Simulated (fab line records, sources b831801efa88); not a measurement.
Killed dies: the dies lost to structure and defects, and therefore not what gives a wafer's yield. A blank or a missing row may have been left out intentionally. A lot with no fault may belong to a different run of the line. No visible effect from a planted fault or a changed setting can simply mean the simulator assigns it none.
What tool caused it? || flow gf180mcu || Sampling: 14 lots, 42 wafers, 3 of 602 route steps

WHAT THE GAUGES READ, wafer by wafer
GF_STI_THK_MEAS_22. Usual: for STI_OXIDATION_01_THK the level is 15.0 nm and the standard deviation is 0.35.
{"lot": "L677", "measured": "day 2 10:17", "on": "film_metro-03", "STI_OXIDATION_01_THK (nm)": "15.6 15.7 15.3", "flag": ""}
{"lot": "L678", "measured": "day 2 18:34", "on": "film_metro-02", "STI_OXIDATION_01_THK (nm)": "15.0 15.2 15.2", "flag": ""}
{"lot": "L681", "measured": "day 3 06:39", "on": "film_metro-03", "STI_OXIDATION_01_THK (nm)": "14.8 15.1 14.7", "flag": ""}
{"lot": "L683", "measured": "day 3 15:57", "on": "film_metro-03", "STI_OXIDATION_01_THK (nm)": "15.5 15.8 15.7", "flag": ""}
{"lot": "L684", "measured": "day 3 20:53", "on": "film_metro-01", "STI_OXIDATION_01_THK (nm)": "14.8 14.3 14.9", "flag": ""}
{"lot": "L685", "measured": "day 4 08:05", "on": "film_metro-03", "STI_OXIDATION_01_THK (nm)": "14.4 14.5 14.6", "flag": ""}
{"lot": "L686", "measured": "day 4 08:05", "on": "film_metro-02", "STI_OXIDATION_01_THK (nm)": "15.1 14.9 14.8", "flag": ""}
{"lot": "L687", "measured": "day 4 13:30", "on": "film_metro-03", "STI_OXIDATION_01_THK (nm)": "15.0 14.4 14.5", "flag": ""}
{"lot": "L689", "measured": "day 5 03:37", "on": "film_metro-03", "STI_OXIDATION_01_THK (nm)": "14.8 14.9 15.0", "flag": ""}
{"lot": "L691", "measured": "day 5 08:50", "on": "film_metro-03", "STI_OXIDATION_01_THK (nm)": "15.2 15.2 15.2", "flag": ""}
{"lot": "L694", "measured": "day 5 23:24", "on": "film_metro-02", "STI_OXIDATION_01_THK (nm)": "14.6 14.7 14.5", "flag": ""}
{"lot": "L695", "measured": "day 6 05:07", "on": "film_metro-03", "STI_OXIDATION_01_THK (nm)": "15.2 15.5 15.0", "flag": ""}
{"lot": "L697", "measured": "day 6 15:31", "on": "film_metro-03", "STI_OXIDATION_01_THK (nm)": "15.3 15.4 15.3", "flag": ""}
{"lot": "L698", "measured": "day 6 21:18", "on": "film_metro-03", "STI_OXIDATION_01_THK (nm)": "14.9 15.0 15.1", "flag": ""}

GF_STI_THK_MEAS_24. Usual: for STI_CVD_23_THK the level is 646 nm and the standard deviation is 6.3.
{"lot": "L677", "measured": "day 2 10:26", "on": "film_metro-03", "STI_CVD_23_THK (nm)": "646 650 640", "flag": ""}
{"lot": "L678", "measured": "day 2 18:42", "on": "film_metro-03", "STI_CVD_23_THK (nm)": "650 652 644", "flag": ""}
{"lot": "L681", "measured": "day 3 06:47", "on": "film_metro-01", "STI_CVD_23_THK (nm)": "651 640 654", "flag": ""}
{"lot": "L683", "measured": "day 3 16:05", "on": "film_metro-02", "STI_CVD_23_THK (nm)": "649 645 653", "flag": ""}
{"lot": "L684", "measured": "day 3 21:01", "on": "film_metro-03", "STI_CVD_23_THK (nm)": "649 641 640", "flag": ""}
{"lot": "L685", "measured": "day 4 08:13", "on": "film_metro-01", "STI_CVD_23_THK (nm)": "648 641 645", "flag": ""}
{"lot": "L686", "measured": "day 4 08:14", "on": "film_metro-03", "STI_CVD_23_THK (nm)": "647 643 647", "flag": ""}
{"lot": "L687", "measured": "day 4 13:38", "on": "film_metro-01", "STI_CVD_23_THK (nm)": "651 648 650", "flag": ""}
{"lot": "L689", "measured": "day 5 03:46", "on": "film_metro-02", "STI_CVD_23_THK (nm)": "657 651 642", "flag": ""}
{"lot": "L691", "measured": "day 5 08:59", "on": "film_metro-01", "STI_CVD_23_THK (nm)": "646 648 652", "flag": ""}
{"lot": "L694", "measured": "day 5 23:32", "on": "film_metro-02", "STI_CVD_23_THK (nm)": "640 639 644", "flag": ""}
{"lot": "L695", "measured": "day 6 05:15", "on": "film_metro-01", "STI_CVD_23_THK (nm)": "644 654 647", "flag": ""}
{"lot": "L697", "measured": "day 6 15:39", "on": "film_metro-02", "STI_CVD_23_THK (nm)": "634 651 640", "flag": ""}
{"lot": "L698", "measured": "day 6 21:26", "on": "film_metro-03", "STI_CVD_23_THK (nm)": "657 652 652", "flag": ""}

GF_VT_IMPLANT_OVL_MEAS_40. Usual: for VT_IMPLANT_03_OVL the level is -0.1 nm and the standard deviation is 1.7.
{"lot": "L677", "measured": "day 8 00:41", "on": "overlay-01", "VT_IMPLANT_03_OVL (nm)": "-1.1 -0.7 -2.4", "flag": ""}
{"lot": "L678", "measured": "day 8 08:43", "on": "overlay-01", "VT_IMPLANT_03_OVL (nm)": "-1.0 -1.8 -2.0", "flag": ""}
{"lot": "L681", "measured": "day 8 22:47", "on": "overlay-02", "VT_IMPLANT_03_OVL (nm)": "0.8 1.4 0.5", "flag": ""}
{"lot": "L683", "measured": "day 9 10:55", "on": "overlay-02", "VT_IMPLANT_03_OVL (nm)": "2.8 2.5 2.8", "flag": ""}
{"lot": "L684", "measured": "day 9 21:35", "on": "overlay-01", "VT_IMPLANT_03_OVL (nm)": "0.8 -2.2 -3.7", "flag": ""}
{"lot": "L685", "measured": "day 10 09:25", "on": "overlay-01", "VT_IMPLANT_03_OVL (nm)": "0.6 -0.8 -0.8", "flag": ""}
{"lot": "L686", "measured": "day 10 09:43", "on": "overlay-01", "VT_IMPLANT_03_OVL (nm)": "0.0 0.6 -0.4", "flag": ""}
{"lot": "L687", "measured": "day 10 16:34", "on": "overlay-01", "VT_IMPLANT_03_OVL (nm)": "-1.4 -1.0 -2.3", "flag": ""}
{"lot": "L689", "measured": "day 11 09:29", "on": "overlay-01", "VT_IMPLANT_03_OVL (nm)": "-3.1 -3.6 -2.8", "flag": ""}
{"lot": "L691", "measured": "day 11 17:20", "on": "overlay-01", "VT_IMPLANT_03_OVL (nm)": "-0.8 -1.0 -0.2", "flag": ""}
{"lot": "L694", "measured": "day 12 13:19", "on": "overlay-02", "VT_IMPLANT_03_OVL (nm)": "1.5 0.4 2.0", "flag": ""}
{"lot": "L695", "measured": "day 12 22:50", "on": "overlay-01", "VT_IMPLANT_03_OVL (nm)": "-0.5 1.5 -0.2", "flag": ""}
{"lot": "L697", "measured": "day 13 11:47", "on": "overlay-02", "VT_IMPLANT_03_OVL (nm)": "3.2 2.7 2.6", "flag": ""}
{"lot": "L698", "measured": "day 13 19:02", "on": "overlay-02", "VT_IMPLANT_03_OVL (nm)": "1.3 2.3 2.3", "flag": ""}

TOOL THAT RAN EACH LOT (tool first, then ch and the chambers of the sampled wafers, then the start)
The record shows no process step preceding these readings.

WHAT THE TOOLS THEMSELVES READ (means of the sampled wafers that have a number; where no wafer has one, the mark that the record gives instead)
The record holds no such reading with a usual standard deviation.

THE ANSWER, worked out from the rows above alone
Rule: take the mean of a lot's wafers that have a number; if it is more than 3 standard deviations from the usual mean, the lot is off. A lot without any number at a reading at which 4 lots or more have one is off too. All remaining lots with rows at the step are treated as sound. First the gauges in route order, then the tools' own readings, where a lot's mean is used as printed above. At the first step where some lot is off, the reading lying furthest off is the one used; lots without a number count as furthest.
None of the lots is off at any reading shown; this tells nothing.

WHAT WAS PUT IN BY THE SIMULATOR
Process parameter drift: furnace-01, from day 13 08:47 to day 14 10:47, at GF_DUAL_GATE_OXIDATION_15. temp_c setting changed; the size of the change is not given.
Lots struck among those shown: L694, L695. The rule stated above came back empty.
